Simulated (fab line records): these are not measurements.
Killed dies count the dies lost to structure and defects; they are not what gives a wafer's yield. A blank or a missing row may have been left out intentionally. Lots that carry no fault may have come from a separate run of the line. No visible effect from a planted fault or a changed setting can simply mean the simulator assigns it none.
Which tool was responsible?    flow gf180mcu    6 lots, 18 wafers sampled, at 4 steps of a route of 602

== WHAT THE GAUGES SHOWED, per wafer ==
GF_MIM_THK_MEAS_06.
lot   measured      on             MIM_CVD_05_THK (nm)
L975  day 25 09:17  film_metro-04  42.1 42.0 42.8
L976  day 26 06:35  film_metro-04  41.4 41.3 42.7
L979  day 26 19:50  film_metro-03  41.9 42.2 43.0
L982  day 28 07:44  film_metro-04  42.3 43.5 42.4
L986  day 29 02:04  film_metro-04  41.2 41.3 41.8
L988  day 29 15:55  film_metro-04  29.5 41.3 29.7

== WHAT TOOL EACH LOT RAN ON (gives the tool, then ch and the chambers of the sampled wafers, and finally the start) ==
lot   GF_M3_METAL_ETCH_16                GF_V3_CMP_04                   GF_MIM_CVD_05
L975  rie_metal-03 ch 0,1, day 22 08:07  cmp-02 ch 1,3, day 22 09:04    pecvd-03 ch 0,1, day 25 09:14
L976  rie_metal-01 ch 0,1, day 23 07:27  cmp-01 ch 1,2,3, day 23 08:23  pecvd-03 ch 0,1,2, day 26 06:34
L979  rie_metal-04 ch 0,1, day 23 22:15  cmp-02 ch 1,2,3, day 23 23:13  pecvd-02 ch 0,2, day 26 19:48
L982  rie_metal-04 ch 0,1, day 25 12:56  cmp-01 ch 1,2,3, day 25 14:00  pecvd-01 ch 0,1,2, day 28 07:41
L986  rie_metal-03 ch 0,1, day 26 09:48  cmp-02 ch 0,2,3, day 26 10:44  pecvd-02 ch 0,1, day 29 02:02
L988  rie_metal-04 ch 1, day 26 22:59    cmp-01 ch 0,2,3, day 27 00:01  pecvd-02 ch 0,2, day 29 15:52
- GF_M3_METAL_ETCH_16: etches the open film in Cl2/BCl3, stops on SiO2, target depth 750.8 nm, time 125.1 s.
- GF_V3_CMP_04: polishes SiO2.
- GF_MIM_CVD_05: deposits Si3N4, target thk 42 nm, time 29.086 s.

== THE ANSWER, worked out from the rows above alone ==
Rule: what is usual is taken from the lots themselves. Put in order of their means at a reading, lots are off if they are a third of the lots or fewer, leave a main group of 4 or more, and stand apart from it by a gap of 3 or more times the standard deviation of the main group's means; of several such gaps the widest counts. A main group is skipped when, at the precision printed for the reading in the tables above, its means are all equal. Also off: a lot with no number at a reading for which 4 or more lots have one. Where the step has rows for the other lots, those lots are counted as sound.
Off: L988, seen at GF_MIM_THK_MEAS_06 (MIM_CVD_05_THK). Main group: mean 42.1 nm, sd 0.46.
A tool fits if, at a process step before that reading, it ran every lot that is off, and no sound lot after the first of them. Those tools and the gauges at GF_MIM_THK_MEAS_06 are tried in the same way. Can't be told from this: 4 tools fit, rie_metal-04 at GF_M3_METAL_ETCH_16, cmp-01 at GF_V3_CMP_04, pecvd-02 at GF_MIM_CVD_05, film_metro-04 at GF_MIM_THK_MEAS_06.

== WHAT WAS PUT IN BY THE SIMULATOR ==
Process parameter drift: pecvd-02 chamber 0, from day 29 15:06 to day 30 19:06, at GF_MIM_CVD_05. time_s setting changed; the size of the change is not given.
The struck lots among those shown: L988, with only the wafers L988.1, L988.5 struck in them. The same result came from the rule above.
